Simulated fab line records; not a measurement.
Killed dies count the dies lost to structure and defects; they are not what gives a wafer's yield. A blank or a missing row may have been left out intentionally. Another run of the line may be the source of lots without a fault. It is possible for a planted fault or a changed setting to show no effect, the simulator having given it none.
The same fault as seen by 2 desks    flow sky130    only its own numbers are on each desk; what lay behind them is given at the end

## THE METROLOGY DESK
What the gauges read, lot by lot, whatever tool the lot ran on: means of the sampled wafers that have a number. Any lot whose mean is over 4 standard deviations away from the usual mean is out of limits and marked OUT; that distance is given in the brackets.
Columns: A = CONTACT_CVD_00_THK at SKY_CONTACT_THK_MEAS_01, usual 75.1 nm
lot   first seen here  A
L342  day 31 02:58     74.4
L347  day 32 17:53     64.7 (-13) OUT
L351  day 33 09:35     64.7 (-13) OUT
L352  day 33 21:01     65.1 (-12) OUT
L354  day 34 07:50     74.0
L356  day 35 01:59     76.0
L358  day 36 08:01     75.7
L361  day 36 14:28     74.8
L363  day 37 09:07     75.1
L364  day 37 14:29     74.4
L365  day 37 16:37     75.4
This desk's result: L347, L351, L352 out of limits, first on L347 (CONTACT_CVD_00_THK at SKY_CONTACT_THK_MEAS_01), day 32 17:53. In limits: L342, L354, L356, L358, L361, L363, L364, L365.

## TOOL OWNER'S DESK, pecvd-03
The tool's own readings at SKY_CONTACT_CVD_00 (deposits Si3N4, target thk 75 nm): means of the sampled wafers that have a number, for each lot that ran on this tool. Any lot whose mean is over 4 standard deviations away from the usual mean is out of limits and marked OUT; that distance is given in the brackets.
Columns: A = heaterPowerW at SKY_CONTACT_CVD_00, usual 703 W
lot   first seen here  A
L342  day 31 02:56     710
L347  day 32 17:50     688
L351  day 33 09:32     615
L352  day 33 20:59     681
This desk's finding: nothing out of limits on any of the 4 lots.

## BROUGHT TOGETHER
L347, L351, L352 would have let the metrology desk raise an alarm at day 32 17:53.
Nothing out of limits was seen by the tool owner's desk.
On record at the tool owner's desk: L347, L351, L352, within its limits.
The lots listed all ran SKY_CONTACT_CVD_00 on pecvd-03.

## WHAT THE SIMULATOR PUT IN
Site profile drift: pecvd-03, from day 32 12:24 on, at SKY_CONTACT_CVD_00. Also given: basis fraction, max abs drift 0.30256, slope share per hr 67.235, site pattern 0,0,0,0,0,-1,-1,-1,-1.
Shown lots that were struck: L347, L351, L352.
Delay in hours, fault start to first out-of-limits reading, per desk: metrology desk 5.
